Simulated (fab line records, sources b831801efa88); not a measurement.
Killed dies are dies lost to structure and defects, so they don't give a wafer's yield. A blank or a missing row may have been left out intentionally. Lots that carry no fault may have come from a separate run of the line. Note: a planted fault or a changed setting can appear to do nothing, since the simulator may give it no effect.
Struck lot and sound lot, side by side -- flow gf180mcu -- 16 out of 602 route steps
Sound: these wafers, L339.3, L339.5, L339.6. Struck: wafers L352.3, L352.4, L352.5. The cause is given at the end.
Per side, at each step with rows, come the tool, then ch with its chambers, and then its first start. Under that, the readings that differ: sound wafers -- struck wafers -- difference of the means -- sigmas: that difference in standard deviations of wafers without a fault.
alike: readings with means less than 2 such deviations apart, plus words and numbers identical on both sides. not compared: withheld readings, readings lacking a value on some wafer, bounds such as >300 that could conceal the same value, and numbers that have no deviation in the record and whose values overlap.
A row with sigmas, a row that says differs or no value, or rows on one side alone: a step with any of these is where the two part. Non-overlapping numbers with no deviation appear without sigmas and do not part them. A reading missing from all wafers of one side parts the sides only when that side holds two or more wafers.

GF_M3_SPUTTER_04: material TiN, target thk 50 nm, time 41.7 s.
  sound: pvd-sputter-02 at day 23 06:31; struck: pvd-sputter-01 at day 27 07:17
  alike: throttle-valve-pct
GF_M3_RS_MEAS_05: a four-point-probe measurement.
  sound: film-metro-04 at day 23 06:35; struck: film-metro-04 at day 27 07:22
reading,sound,struck,difference,sigmas
M3_ALCU_RS (ohm/sq),0.0710 0.0695 0.0710,0.0686 0.0688 0.0685,-0.0019,-2
GF_M3_THK_MEAS_06: measures by xrf.
  sound: film-metro-04 at day 23 06:41; struck: film-metro-04 at day 27 07:28
  alike: M3_ALCU_THK
then, 7 steps without rows for these wafers: GF_M3_DEHYDRATE_07 (time 60 s); GF_M3_HMDS_08 (prime time 60 s); GF_M3_COAT_09 (resist thk 1000 nm); GF_M3_SOFTBAKE_10 (time 60 s); GF_M3_EXPOSE_11 (exposes mask Metal3, target cd 280 nm); GF_M3_PEB_12 (peb time 90 s); GF_M3_DEVELOP_13 (develop time 60 s).
GF_M3_CD_MEAS_14 targets a cd of 280 nm.
  sound: cd-sem-01 at day 24 05:04; struck: cd-sem-01 at day 28 02:17
  alike: cd-nm
GF_M3_OVL_MEAS_15:
  sound: overlay-02 at day 24 05:10; struck: overlay-01 at day 28 02:23
  alike: M3_OVL
GF_M3_METAL_ETCH_16: etches the open film in Cl2/BCl3, stops on SiO2, target depth 750.8 nm, time 125.1 s.
  sound on rie-metal-03 ch 0,1, day 24 05:14; struck on rie-metal-01 ch 0, day 28 02:30
reading,sound,struck,difference,sigmas
rf-fwd-power-W (W),794.8 793.1 797.2,- - -,no value on the struck wafers,
run-length-s (s),153.2 153.6 152.9,135.2 135.5 135.4,-17.9,-19
model.KrF_of_M3_COAT_09.thk-nm (nm),675 680.9 685.2,724.6 723.5 727.4,+44.8,
  alike: drypump-motor-current-A, oes-product-au, throttle-valve-pct
  not compared: rf-hours-counter-h
GF_M3_STRIP_17: strips in O2/N2.
  sound on plasma-asher-01 ch 0,1, day 24 05:21; struck on plasma-asher-02 ch 0,1, day 28 02:42
reading,sound,struck,difference,sigmas
oes-product-au (a.u.),0.534 0.527 0.537,0.554 0.556 0.555,+0.022,+4
strip-time-to-endpoint-s (s),7.29 7.36 7.38,7.76 7.76 7.81,+0.43,+9
  alike: drypump-motor-current-A, heater-power-w, n2-flow-sccm
  not compared: rf-hours-counter-h
then, 2 steps without rows for these wafers: GF_M3_STRIP_18 (strips in post etch residue remover, time 1200 s); GF_PASSIVATION_PROBE_99.

== WHERE THEY PART ==
At GF_M3_RS_MEAS_05 first; at GF_M3_STRIP_17 last (within this record only).

WHY: whatever the simulator had introduced
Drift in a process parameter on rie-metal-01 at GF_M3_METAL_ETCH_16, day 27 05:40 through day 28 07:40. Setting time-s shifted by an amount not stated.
